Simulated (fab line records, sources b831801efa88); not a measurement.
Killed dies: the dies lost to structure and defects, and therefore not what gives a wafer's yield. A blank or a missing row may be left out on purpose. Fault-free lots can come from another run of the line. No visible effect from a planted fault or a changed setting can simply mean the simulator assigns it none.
Which tool is to blame? + flow sky130 + 36 wafers from 12 lots sampled at 4 of the route's 708 steps

## WHAT THE GAUGES READ, wafer by wafer
SKY_CONTACT_THK_MEAS_03.
| lot  | measured     | on            | CONTACT_HDPCVD_THK (nm) |
|------|--------------|---------------|-------------------------|
| L131 | day 30 11:23 | film-metro-02 | 554 570 558             |
| L133 | day 31 10:36 | film-metro-03 | 567 561 564             |
| L134 | day 32 01:52 | film-metro-03 | 565 574 574             |
| L135 | day 32 05:50 | film-metro-02 | 563 562 569             |
| L137 | day 32 18:42 | film-metro-02 | 570 570 568             |
| L139 | day 33 05:42 | film-metro-03 | 563 563 567             |
| L138 | day 33 09:08 | film-metro-03 | 570 568 571             |
| L141 | day 34 04:58 | film-metro-02 | 567 564 558             |
| L143 | day 34 16:25 | film-metro-04 | 561 567 564             |
| L144 | day 34 23:06 | film-metro-03 | 567 560 569             |
| L153 | day 37 21:27 | film-metro-04 | 543 546 549             |
| L154 | day 38 09:50 | film-metro-04 | 543 556 543             |

## WHAT TOOL EACH LOT RAN ON (gives the tool, then ch and the chambers of the sampled wafers, and finally the start)
| lot  | SKY_LI_CONTACT_STRIP_16              | SKY_LI_CONTACT_SPUTTER_19    | SKY_CONTACT_HDPCVD_02            |
|------|--------------------------------------|------------------------------|----------------------------------|
| L131 | plasma-asher-02 ch 0,1, day 29 04:50 | pvd-sputter-03, day 29 05:08 | hdpcvd-01 ch 1,2, day 30 11:19   |
| L133 | plasma-asher-04 ch 0,1, day 30 04:35 | pvd-sputter-01, day 30 04:53 | hdpcvd-02 ch 0,1,2, day 31 10:32 |
| L134 | plasma-asher-02 ch 0,1, day 30 20:34 | pvd-sputter-03, day 30 20:52 | hdpcvd-02 ch 0,1,2, day 32 01:47 |
| L135 | plasma-asher-04 ch 0,1, day 30 23:26 | pvd-sputter-01, day 30 23:44 | hdpcvd-01 ch 0,1,2, day 32 05:46 |
| L137 | plasma-asher-01 ch 0,1, day 31 13:58 | pvd-sputter-01, day 31 14:16 | hdpcvd-02 ch 0,2, day 32 18:38   |
| L139 | plasma-asher-04 ch 0,1, day 32 01:40 | pvd-sputter-01, day 32 01:56 | hdpcvd-02 ch 1,2, day 33 05:37   |
| L138 | plasma-asher-01 ch 0,1, day 32 03:50 | pvd-sputter-03, day 32 04:08 | hdpcvd-01 ch 0,1,2, day 33 09:03 |
| L141 | plasma-asher-01 ch 0,1, day 32 23:40 | pvd-sputter-01, day 32 23:57 | hdpcvd-01 ch 1,2, day 34 04:53   |
| L143 | plasma-asher-01 ch 0,1, day 33 11:44 | pvd-sputter-01, day 33 12:02 | hdpcvd-01 ch 1,2, day 34 16:20   |
| L144 | plasma-asher-01 ch 0,1, day 33 17:59 | pvd-sputter-03, day 33 18:17 | hdpcvd-02 ch 0,1,2, day 34 23:01 |
| L153 | plasma-asher-04 ch 0,1, day 36 17:19 | pvd-sputter-03, day 36 17:37 | hdpcvd-01 ch 1,2, day 37 21:23   |
| L154 | plasma-asher-04 ch 0,1, day 37 05:50 | pvd-sputter-02, day 37 06:09 | hdpcvd-01 ch 0,1,2, day 38 09:46 |
- SKY_LI_CONTACT_STRIP_16: strips in O2/N2.
- SKY_LI_CONTACT_SPUTTER_19: material Ti, target thk 20 nm, time 106.37 s.
- SKY_CONTACT_HDPCVD_02: deposits SiO2, target thk 565 nm, time 94.2 s.

## WHAT THE TOOLS THEMSELVES READ (means of the sampled wafers that have a number; where no wafer has one, the mark that the record gives instead)
SKY_LI_CONTACT_STRIP_16.
| lot  | tool            | drypump-motor-current-A (A) | oes-product-au (a.u.) | strip-time-to-endpoint-s (s) |
|------|-----------------|-----------------------------|-----------------------|------------------------------|
| L131 | plasma-asher-02 | 5.3                         | 0.376                 | 3.485                        |
| L133 | plasma-asher-04 | 5.3                         | 0.375                 | 3.532                        |
| L134 | plasma-asher-02 | 5.3                         | 0.377                 | 3.473                        |
| L135 | plasma-asher-04 | 5.7                         | 0.373                 | 3.475                        |
| L137 | plasma-asher-01 | 5.6                         | 0.373                 | 3.507                        |
| L139 | plasma-asher-04 | 5.3                         | 0.377                 | 3.488                        |
| L138 | plasma-asher-01 | 5.6                         | 0.374                 | 3.494                        |
| L141 | plasma-asher-01 | 5.6                         | 0.378                 | 3.501                        |
| L143 | plasma-asher-01 | 5.6                         | 0.378                 | 3.521                        |
| L144 | plasma-asher-01 | 5.6                         | 0.374                 | 3.478                        |
| L153 | plasma-asher-04 | 5.7                         | 0.373                 | 3.468                        |
| L154 | plasma-asher-04 | 5.3                         | 0.381                 | 3.500                        |

SKY_LI_CONTACT_SPUTTER_19.
| lot  | tool           | throttle-valve-pct (%) |
|------|----------------|------------------------|
| L131 | pvd-sputter-03 | 30.3                   |
| L133 | pvd-sputter-01 | 29.3                   |
| L134 | pvd-sputter-03 | 29.6                   |
| L135 | pvd-sputter-01 | 31.0                   |
| L137 | pvd-sputter-01 | 30.9                   |
| L139 | pvd-sputter-01 | 29.7                   |
| L138 | pvd-sputter-03 | 29.6                   |
| L141 | pvd-sputter-01 | 30.4                   |
| L143 | pvd-sputter-01 | 28.6                   |
| L144 | pvd-sputter-03 | 29.4                   |
| L153 | pvd-sputter-03 | 29.7                   |
| L154 | pvd-sputter-02 | 30.6                   |

SKY_CONTACT_HDPCVD_02.
| lot  | tool      | run-length-s (s) |
|------|-----------|------------------|
| L131 | hdpcvd-01 | 122.1            |
| L133 | hdpcvd-02 | 121.9            |
| L134 | hdpcvd-02 | 121.8            |
| L135 | hdpcvd-01 | 122.4            |
| L137 | hdpcvd-02 | 121.9            |
| L139 | hdpcvd-02 | 121.8            |
| L138 | hdpcvd-01 | 122.2            |
| L141 | hdpcvd-01 | 122.2            |
| L143 | hdpcvd-01 | 121.9            |
| L144 | hdpcvd-02 | 122.0            |
| L153 | hdpcvd-01 | 118.3            |
| L154 | hdpcvd-01 | 118.9            |

## THE ANSWER, worked out from the rows above alone
Rule: the usual values come from the lots themselves. The widest of any qualifying gaps counts: lots, ordered by their means at a reading, are off when they make up no more than a third of the lots, leave a main group of 4 or more, and stand apart from it by 3 or more times the standard deviation of that group's means. The tables above print the reading to a certain number of digits; a main group whose means all agree to those digits is not used. Also off: a lot with no number at a reading for which 4 or more lots have one. All remaining lots with rows at the step are treated as sound. After the gauges, taken in route order, come the tools' own readings; for these a lot's mean is taken, as printed above. At the first step where some lot is off, the reading lying furthest off is the one used; lots without a number count as furthest.
Off: L153, L154, at SKY_CONTACT_THK_MEAS_03 (CONTACT_HDPCVD_THK). For the main group the mean is 566 nm and the standard deviation 3.1.
A tool fits if, at a process step before that reading, it ran every lot that is off, and no sound lot after the first of them. Not tried: the gauges at SKY_CONTACT_THK_MEAS_03; whatever is off there is also off at SKY_CONTACT_HDPCVD_02, on other tools, and gauge error can't account for it. This does not decide it: 2 tools fit, namely plasma-asher-04 at SKY_LI_CONTACT_STRIP_16 and hdpcvd-01 at SKY_CONTACT_HDPCVD_02.

## WHAT THE SIMULATOR PUT IN
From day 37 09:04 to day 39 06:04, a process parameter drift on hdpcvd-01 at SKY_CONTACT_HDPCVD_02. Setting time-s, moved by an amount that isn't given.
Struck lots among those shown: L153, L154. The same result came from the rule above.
